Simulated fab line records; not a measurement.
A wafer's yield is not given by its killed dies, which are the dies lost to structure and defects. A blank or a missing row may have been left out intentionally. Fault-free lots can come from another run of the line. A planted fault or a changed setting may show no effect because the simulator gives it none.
The tool behind it: which one? ; flow sky130 ; 13 lots with 39 wafers sampled at 2 steps, on a route of 708 steps

== WHAT EACH GAUGE READ, for each wafer ==
SKY_VIA4_THK_MEAS_20: measures by xrf. Usual: VIA4_W_THK gives 520 nm (standard deviation 7.3).
lot;measured;on;VIA4_W_THK (nm);flag
L981;day 43 18:34;film_metro-02;535 523 521;
L983;day 43 23:59;film_metro-04;500 514 508;
L986;day 44 04:16;film_metro-02;531 524 523;
L988;day 44 22:14;film_metro-02;526 528 532;
L992;day 45 10:30;film_metro-02;532 510 513;
L991;day 45 12:29;film_metro-04;512 522 514;
L993;day 46 01:50;film_metro-02;519 522 523;
L994;day 46 02:56;film_metro-04;528 517 529;
L997;day 47 05:22;film_metro-02;510 523 519;
L999;day 48 00:58;film_metro-04;516 509 520;
L101;day 48 02:43;film_metro-04;506 512 504;
L102;day 48 04:23;film_metro-02;520 519 514;
L104;day 48 15:37;film_metro-01;521 514 520;

== WHAT TOOL EACH LOT RAN ON (gives the tool, then ch and the chambers of the sampled wafers, and finally the start) ==
lot;SKY_NWELL_CLEAN_27
L981;wet_bench-03 ch 2, day 5 17:11
L983;wet_bench-03 ch 3, day 6 05:26
L986;wet_bench-02 ch 0, day 6 09:58
L988;wet_bench-03 ch 3, day 7 02:33
L992;wet_bench-02 ch 3, day 8 00:17
L991;wet_bench-02 ch 0, day 8 00:50
L993;wet_bench-02 ch 2, day 8 12:47
L994;wet_bench-01 ch 2, day 8 14:32
L997;wet_bench-01 ch 2, day 9 14:13
L999;wet_bench-03 ch 1, day 9 22:32
L101;wet_bench-03 ch 1, day 10 07:29
L102;wet_bench-02 ch 1, day 10 15:02
L104;wet_bench-02 ch 2, day 11 02:38
- SKY_NWELL_CLEAN_27: cleans in SC1/SC2, time 150 s.

== WHAT THE TOOLS THEMSELVES READ (means of the sampled wafers that have a number; where no wafer has one, the mark that the record gives instead) ==
The record holds no such reading with a usual standard deviation.

== THE ANSWER, worked out from the rows above alone ==
Rule: lot off if the mean of its wafers having a number is beyond 3 standard deviations from the usual mean. A lot without any number at a reading at which 4 lots or more have one is off too. All remaining lots with rows at the step are treated as sound. Order of review: gauges by route order, followed by the tools' own readings, for which a lot's mean as printed above is used. The first step at which some lot is off is used, and at that step the reading that is off furthest; a lot without a number counts as furthest.
No lot is off on any of the readings shown, so nothing can be concluded from this.

== WHAT THE SIMULATOR HAD INSERTED ==
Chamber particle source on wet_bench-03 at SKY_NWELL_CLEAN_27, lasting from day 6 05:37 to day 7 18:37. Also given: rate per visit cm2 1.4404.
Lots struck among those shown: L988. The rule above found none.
